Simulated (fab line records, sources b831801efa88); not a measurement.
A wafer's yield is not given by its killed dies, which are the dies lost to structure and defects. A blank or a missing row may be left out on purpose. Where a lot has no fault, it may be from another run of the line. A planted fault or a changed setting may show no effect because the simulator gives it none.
Chamber matching | flow sky130 | SKY_VIA2_CMP_24 on cmp-01: 4 sister chambers
The step polishes, stops on SiO2, t overpolish 20 s, target thk 0 nm. 4 wafers are shown with their chamber, then 7 later ones without.

== EACH WAFER AND ITS CHAMBER ==
wafer  | chamber | motor_current_A (A)
L345.4 | 0       | 9.0
L348.1 | 3       | 10.8
L348.4 | 1       | 10.2
L350.1 | 2       | 8.3

== WAFERS MISSING THEIR CHAMBER ==
wafer  | motor_current_A (A)
L350.2 | 10.9
L350.3 | 9.0
L351.1 | 9.3
L351.2 | 8.9
L363.3 | 8.7
L363.5 | 8.8
L363.6 | 10.0

== THE CHAMBER EACH PASSED THROUGH ==
wafer  | from the rows above     | in truth
L350.2 | 3                       | 3
L350.3 | 0                       | 0
L351.1 | 0                       | 0
L351.2 | 0                       | 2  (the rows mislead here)
L363.3 | can't be placed: 0 or 2 | 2
L363.5 | can't be placed: 0 or 2 | 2
L363.6 | 1                       | 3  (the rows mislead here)
Correctly placed: 3 of 7. From these rows, 2 cannot be placed; in 2 the true chamber is one of the candidates. 2 placed wrongly.
How it was worked out, from the rows above alone: a wafer's distance from a chamber is the root of the sum, over the readings, of the square of ((its reading less the chamber's mean) divided by the reading's scatter). If the next closest chamber is less than 2 further off than the closest, the wafer can't be placed; otherwise it belongs to the closest. A chamber's mean is the mean of its shown wafers. The scatter: with one shown wafer a chamber, the root of the mean of the squares of how far each hidden wafer lies from its nearest shown one.
